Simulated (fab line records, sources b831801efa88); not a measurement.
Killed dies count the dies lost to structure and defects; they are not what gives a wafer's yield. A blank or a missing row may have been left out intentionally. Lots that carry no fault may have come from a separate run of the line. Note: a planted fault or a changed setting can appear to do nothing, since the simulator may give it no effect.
The tool behind it: which one? || flow gf180mcu || 33 wafers from 11 lots sampled at 5 of the route's 602 steps

## WHAT THE GAUGES READ, wafer by wafer
GF_V3_OVL_MEAS_15.
{"lot": "L557", "measured": "day 22 04:07", "on": "overlay-02", "V3_OVL (nm)": "-6 -14 -14"}
{"lot": "L559", "measured": "day 23 00:10", "on": "overlay-01", "V3_OVL (nm)": "-6 -2 3"}
{"lot": "L560", "measured": "day 23 14:08", "on": "overlay-01", "V3_OVL (nm)": "-8 -1 -6"}
{"lot": "L561", "measured": "day 24 00:31", "on": "overlay-02", "V3_OVL (nm)": "0 -4 -1"}
{"lot": "L563", "measured": "day 24 22:35", "on": "overlay-01", "V3_OVL (nm)": "0 1 -4"}
{"lot": "L564", "measured": "day 25 03:44", "on": "overlay-01", "V3_OVL (nm)": "-7 -6 -3"}
{"lot": "L570", "measured": "day 26 22:26", "on": "overlay-02", "V3_OVL (nm)": "2 -3 -2"}
{"lot": "L574", "measured": "day 28 00:26", "on": "overlay-01", "V3_OVL (nm)": "-10 -9 -13"}
{"lot": "L577", "measured": "day 28 21:53", "on": "overlay-02", "V3_OVL (nm)": "1 0 0"}
{"lot": "L578", "measured": "day 29 15:41", "on": "overlay-02", "V3_OVL (nm)": "6 7 5"}
{"lot": "L580", "measured": "day 29 18:31", "on": "overlay-01", "V3_OVL (nm)": "-5 0 -2"}

GF_M4_RS_MEAS_05: measurement is done with a four-point probe.
{"lot": "L557", "measured": "day 22 05:46", "on": "filmMetro-01", "M4_ALCU_RS (ohm/sq)": "0.0700 0.0706 0.0703"}
{"lot": "L559", "measured": "day 23 01:48", "on": "filmMetro-01", "M4_ALCU_RS (ohm/sq)": "0.0696 0.0700 0.0693"}
{"lot": "L560", "measured": "day 23 15:44", "on": "filmMetro-04", "M4_ALCU_RS (ohm/sq)": "0.0702 0.0698 0.0694"}
{"lot": "L561", "measured": "day 24 02:09", "on": "filmMetro-02", "M4_ALCU_RS (ohm/sq)": "0.0699 0.0700 0.0702"}
{"lot": "L563", "measured": "day 25 00:29", "on": "filmMetro-02", "M4_ALCU_RS (ohm/sq)": "0.0724 0.0724 0.0726"}
{"lot": "L564", "measured": "day 25 05:29", "on": "filmMetro-04", "M4_ALCU_RS (ohm/sq)": "0.0725 0.0718 0.0722"}
{"lot": "L570", "measured": "day 27 00:04", "on": "filmMetro-01", "M4_ALCU_RS (ohm/sq)": "0.0692 0.0694 0.0697"}
{"lot": "L574", "measured": "day 28 02:05", "on": "filmMetro-01", "M4_ALCU_RS (ohm/sq)": "0.0715 0.0719 0.0715"}
{"lot": "L577", "measured": "day 28 23:42", "on": "filmMetro-04", "M4_ALCU_RS (ohm/sq)": "0.0694 0.0692 0.0695"}
{"lot": "L578", "measured": "day 29 17:19", "on": "filmMetro-01", "M4_ALCU_RS (ohm/sq)": "0.0685 0.0689 0.0691"}
{"lot": "L580", "measured": "day 29 20:10", "on": "filmMetro-01", "M4_ALCU_RS (ohm/sq)": "0.0706 0.0705 0.0702"}

GF_M4_THK_MEAS_06: measures by xrf.
{"lot": "L557", "measured": "day 22 05:53", "on": "filmMetro-01", "M4_ALCU_THK (nm)": "460 454 456"}
{"lot": "L559", "measured": "day 23 01:54", "on": "filmMetro-01", "M4_ALCU_THK (nm)": "454 452 455"}
{"lot": "L560", "measured": "day 23 15:52", "on": "filmMetro-04", "M4_ALCU_THK (nm)": "450 449 456"}
{"lot": "L561", "measured": "day 24 02:16", "on": "filmMetro-02", "M4_ALCU_THK (nm)": "452 452 448"}
{"lot": "L563", "measured": "day 25 00:36", "on": "filmMetro-02", "M4_ALCU_THK (nm)": "440 440 439"}
{"lot": "L564", "measured": "day 25 05:35", "on": "filmMetro-04", "M4_ALCU_THK (nm)": "439 443 441"}
{"lot": "L570", "measured": "day 27 00:10", "on": "filmMetro-01", "M4_ALCU_THK (nm)": "459 459 455"}
{"lot": "L574", "measured": "day 28 02:12", "on": "filmMetro-01", "M4_ALCU_THK (nm)": "440 438 441"}
{"lot": "L577", "measured": "day 28 23:49", "on": "filmMetro-04", "M4_ALCU_THK (nm)": "454 455 455"}
{"lot": "L578", "measured": "day 29 17:26", "on": "filmMetro-01", "M4_ALCU_THK (nm)": "461 460 456"}
{"lot": "L580", "measured": "day 29 20:16", "on": "filmMetro-01", "M4_ALCU_THK (nm)": "450 449 451"}

## EACH LOT AND THE TOOL THAT RAN IT (in order: tool; ch and the chambers of the sampled wafers; start)
{"lot": "L557", "GF_V3_SPUTTER_21": "pvdSputter-02, day 22 04:51", "GF_M4_SPUTTER_02": "pvdSputter-04, day 22 05:41"}
{"lot": "L559", "GF_V3_SPUTTER_21": "pvdSputter-04, day 23 00:51", "GF_M4_SPUTTER_02": "pvdSputter-01, day 23 01:40"}
{"lot": "L560", "GF_V3_SPUTTER_21": "pvdSputter-02, day 23 14:49", "GF_M4_SPUTTER_02": "pvdSputter-01, day 23 15:39"}
{"lot": "L561", "GF_V3_SPUTTER_21": "pvdSputter-02, day 24 01:13", "GF_M4_SPUTTER_02": "pvdSputter-01, day 24 02:02"}
{"lot": "L563", "GF_V3_SPUTTER_21": "pvdSputter-02, day 24 23:19", "GF_M4_SPUTTER_02": "pvdSputter-01, day 25 00:23"}
{"lot": "L564", "GF_V3_SPUTTER_21": "pvdSputter-04, day 25 04:25", "GF_M4_SPUTTER_02": "pvdSputter-01, day 25 05:22"}
{"lot": "L570", "GF_V3_SPUTTER_21": "pvdSputter-01, day 26 23:08", "GF_M4_SPUTTER_02": "pvdSputter-04, day 26 23:57"}
{"lot": "L574", "GF_V3_SPUTTER_21": "pvdSputter-04, day 28 01:08", "GF_M4_SPUTTER_02": "pvdSputter-04, day 28 01:57"}
{"lot": "L577", "GF_V3_SPUTTER_21": "pvdSputter-01, day 28 22:37", "GF_M4_SPUTTER_02": "pvdSputter-03, day 28 23:35"}
{"lot": "L578", "GF_V3_SPUTTER_21": "pvdSputter-02, day 29 16:23", "GF_M4_SPUTTER_02": "pvdSputter-01, day 29 17:13"}
{"lot": "L580", "GF_V3_SPUTTER_21": "pvdSputter-04, day 29 19:13", "GF_M4_SPUTTER_02": "pvdSputter-01, day 29 20:02"}
- GF_V3_SPUTTER_21: material Ti, target thk 15 nm, time 80.02 s.
- GF_M4_SPUTTER_02: material AlCu, target thk 450 nm, time 23.9 s.

## WHAT THE TOOLS THEMSELVES READ (means of the sampled wafers that have a number; where no wafer has one, the mark that the record gives instead)
GF_V3_SPUTTER_21.
{"lot": "L557", "tool": "pvdSputter-02", "chamberPressurePa (Pa)": 5.014, "throttleValvePct (%)": 30.8}
{"lot": "L559", "tool": "pvdSputter-04", "chamberPressurePa (Pa)": 4.994, "throttleValvePct (%)": 30.5}
{"lot": "L560", "tool": "pvdSputter-02", "chamberPressurePa (Pa)": 4.996, "throttleValvePct (%)": 30.0}
{"lot": "L561", "tool": "pvdSputter-02", "chamberPressurePa (Pa)": 4.994, "throttleValvePct (%)": 30.0}
{"lot": "L563", "tool": "pvdSputter-02", "chamberPressurePa (Pa)": 5.004, "throttleValvePct (%)": 30.6}
{"lot": "L564", "tool": "pvdSputter-04", "chamberPressurePa (Pa)": 5.002, "throttleValvePct (%)": 30.6}
{"lot": "L570", "tool": "pvdSputter-01", "chamberPressurePa (Pa)": 4.997, "throttleValvePct (%)": 30.2}
{"lot": "L574", "tool": "pvdSputter-04", "chamberPressurePa (Pa)": 5.001, "throttleValvePct (%)": 30.7}
{"lot": "L577", "tool": "pvdSputter-01", "chamberPressurePa (Pa)": 4.993, "throttleValvePct (%)": 31.1}
{"lot": "L578", "tool": "pvdSputter-02", "chamberPressurePa (Pa)": 4.999, "throttleValvePct (%)": 31.0}
{"lot": "L580", "tool": "pvdSputter-04", "chamberPressurePa (Pa)": 5.004, "throttleValvePct (%)": 30.6}

GF_M4_SPUTTER_02.
{"lot": "L557", "tool": "pvdSputter-04", "chamberPressurePa (Pa)": 0.4003, "throttleValvePct (%)": 31.0}
{"lot": "L559", "tool": "pvdSputter-01", "chamberPressurePa (Pa)": 0.3995, "throttleValvePct (%)": 30.6}
{"lot": "L560", "tool": "pvdSputter-01", "chamberPressurePa (Pa)": 0.4002, "throttleValvePct (%)": 29.8}
{"lot": "L561", "tool": "pvdSputter-01", "chamberPressurePa (Pa)": 0.3989, "throttleValvePct (%)": 29.2}
{"lot": "L563", "tool": "pvdSputter-01", "chamberPressurePa (Pa)": 0.4454, "throttleValvePct (%)": 29.5}
{"lot": "L564", "tool": "pvdSputter-01", "chamberPressurePa (Pa)": 0.4452, "throttleValvePct (%)": 28.8}
{"lot": "L570", "tool": "pvdSputter-04", "chamberPressurePa (Pa)": 0.3995, "throttleValvePct (%)": 30.6}
{"lot": "L574", "tool": "pvdSputter-04", "chamberPressurePa (Pa)": 0.4009, "throttleValvePct (%)": 30.9}
{"lot": "L577", "tool": "pvdSputter-03", "chamberPressurePa (Pa)": 0.4001, "throttleValvePct (%)": 29.7}
{"lot": "L578", "tool": "pvdSputter-01", "chamberPressurePa (Pa)": 0.3989, "throttleValvePct (%)": 29.3}
{"lot": "L580", "tool": "pvdSputter-01", "chamberPressurePa (Pa)": 0.4006, "throttleValvePct (%)": 31.2}

## THE ANSWER, worked out from the rows above alone
Rule: the usual values come from the lots themselves. Put in order of their means at a reading, lots are off if they are a third of the lots or fewer, leave a main group of 4 or more, and stand apart from it by a gap of 3 or more times the standard deviation of the main group's means; of several such gaps the widest counts. The tables above print the reading to a certain number of digits; a main group whose means all agree to those digits is not used. A lot without any number at a reading at which 4 lots or more have one is off too. Any other lot the step has rows for is counted as sound. First the gauges in route order, then the tools' own readings, where a lot's mean is used as printed above. At the first step where some lot is off, the reading lying furthest off is the one used; lots without a number count as furthest.
Off: L563, L564 (GF_M4_SPUTTER_02, chamberPressurePa). The main group: mean 0.3999 Pa, standard deviation 0.00067.
If a tool, at that step or one of the process steps before it, ran each lot that is off and ran no sound lot following the first of them, it fits. None of those tried fits.

## WHAT HAD BEEN PUT IN BY THE SIMULATOR
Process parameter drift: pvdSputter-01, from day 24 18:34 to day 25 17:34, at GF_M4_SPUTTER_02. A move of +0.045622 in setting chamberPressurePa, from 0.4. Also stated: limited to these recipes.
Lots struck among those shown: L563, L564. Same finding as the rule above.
